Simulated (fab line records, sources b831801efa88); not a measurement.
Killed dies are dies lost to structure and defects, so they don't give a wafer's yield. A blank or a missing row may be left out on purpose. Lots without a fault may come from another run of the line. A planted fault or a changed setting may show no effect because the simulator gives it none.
Which tool did it? | flow sky130 | 15 lots, 45 wafers sampled, at 2 steps of a route of 708

WHAT THE GAUGES READ, wafer by wafer
SKY_CAP2M_RS_MEAS_03: measures by four-point-probe. Usual: CAP2M_TIN_RS 6.88 ohm/sq, standard deviation 0.076.
lot  | measured     | on            | CAP2M_TIN_RS (ohm/sq) | flag
L228 | day 41 05:02 | film_metro-02 | 6.81 6.78 6.83        |
L229 | day 41 07:26 | film_metro-02 | 6.85 6.95 6.88        |
L231 | day 41 18:23 | film_metro-01 | 6.92 6.75 6.79        |
L230 | day 41 21:55 | film_metro-01 | 6.91 6.95 6.95        |
L234 | day 42 19:38 | film_metro-02 | 6.96 6.91 6.89        |
L235 | day 42 22:44 | film_metro-02 | 6.95 6.85 6.98        |
L236 | day 43 02:35 | film_metro-02 | 6.95 6.95 6.90        |
L237 | day 43 11:56 | film_metro-01 | 6.95 6.87 6.88        |
L238 | day 43 17:14 | film_metro-01 | 7.01 7.01 7.10        |
L240 | day 44 08:53 | film_metro-02 | 6.85 6.85 6.92        |
L241 | day 44 14:02 | film_metro-04 | 6.92 6.89 6.93        |
L242 | day 44 20:34 | film_metro-04 | 6.98 6.99 6.92        |
L243 | day 45 02:15 | film_metro-01 | 6.93 7.01 6.98        |
L246 | day 45 16:26 | film_metro-04 | 6.81 6.86 6.85        |
L251 | day 46 14:14 | film_metro-04 | 6.76 6.78 6.80        |

WHICH TOOL RAN EACH LOT (tool, then ch and the chambers of the sampled wafers, then the start)
lot  | SKY_VIA3_STRIP_16
L228 | plasma_asher-04 ch 0,1, day 41 03:23
L229 | plasma_asher-01 ch 0,1, day 41 05:49
L231 | plasma_asher-02 ch 0,1, day 41 16:41
L230 | plasma_asher-02 ch 0,1, day 41 20:13
L234 | plasma_asher-01 ch 0,1, day 42 18:02
L235 | plasma_asher-02 ch 0,1, day 42 21:08
L236 | plasma_asher-04 ch 0,1, day 43 00:55
L237 | plasma_asher-04 ch 0,1, day 43 10:20
L238 | plasma_asher-01 ch 0,1, day 43 15:35
L240 | plasma_asher-04 ch 0,1, day 44 07:15
L241 | plasma_asher-02 ch 0, day 44 12:26
L242 | plasma_asher-02 ch 0,1, day 44 18:56
L243 | plasma_asher-02 ch 0,1, day 45 00:29
L246 | plasma_asher-01 ch 0,1, day 45 14:50
L251 | plasma_asher-04 ch 0,1, day 46 12:38
- SKY_VIA3_STRIP_16: strips in O2/N2.

WHAT THE TOOLS THEMSELVES READ (means of the sampled wafers that have a number; where no wafer has one, the mark that the record gives instead)
SKY_VIA3_STRIP_16. Usual: chamber_pressure_mTorr 1499.9 mTorr, standard deviation 1.4; drypump_motor_current_A 5.9 A, standard deviation 0.51; oes_product_au 0.401 a.u., standard deviation 0.0041; strip_time_to_endpoint_s 4.120 s, standard deviation 0.025.
lot  | tool            | chamber_pressure_mTorr (mTorr) | drypump_motor_current_A (A) | oes_product_au (a.u.) | strip_time_to_endpoint_s (s) | flag
L228 | plasma_asher-04 | 1501.2                         | 6.4                         | 0.401                 | 4.149                        |
L229 | plasma_asher-01 | 1499.7                         | 5.3                         | 0.396                 | 4.115                        |
L231 | plasma_asher-02 | 1499.7                         | 5.8                         | 0.404                 | 4.112                        |
L230 | plasma_asher-02 | 1499.8                         | 5.8                         | 0.399                 | 4.107                        |
L234 | plasma_asher-01 | 1500.5                         | 5.3                         | 0.399                 | 4.116                        |
L235 | plasma_asher-02 | 1499.5                         | 5.7                         | 0.396                 | 4.094                        |
L236 | plasma_asher-04 | 1500.6                         | 6.4                         | 0.402                 | 4.095                        |
L237 | plasma_asher-04 | 1499.7                         | 6.4                         | 0.402                 | 4.149                        |
L238 | plasma_asher-01 | 1501.4                         | 5.4                         | 0.403                 | 4.109                        |
L240 | plasma_asher-04 | 1500.3                         | 6.4                         | 0.396                 | 4.108                        |
L241 | plasma_asher-02 | 1499.6                         | 5.5                         | 0.403                 | 4.110                        |
L242 | plasma_asher-02 | 1498.5                         | 5.8                         | 0.401                 | 4.131                        |
L243 | plasma_asher-02 | 1499.1                         | 5.6                         | 0.406                 | 4.146                        |
L246 | plasma_asher-01 | 1497.8                         | 5.3                         | 0.401                 | 4.133                        |
L251 | plasma_asher-04 | 1499.5                         | 6.4                         | 0.402                 | 4.136                        |

THE ANSWER, worked out from the rows above alone
Rule: a lot is off if the mean of its wafers that have a number lies more than 3 standard deviations from the usual mean. A lot without any number at a reading at which 4 lots or more have one is off too. The other lots that the step has rows for count as sound. The gauges are gone through in route order, then the tools' own readings, and for those a lot's mean is taken as printed above. The first step at which some lot is off is used, and at that step the reading that is off furthest; a lot without a number counts as furthest.
No lot is off at any reading shown: from this, nothing can be told.

WHAT THE SIMULATOR HAD PUT IN
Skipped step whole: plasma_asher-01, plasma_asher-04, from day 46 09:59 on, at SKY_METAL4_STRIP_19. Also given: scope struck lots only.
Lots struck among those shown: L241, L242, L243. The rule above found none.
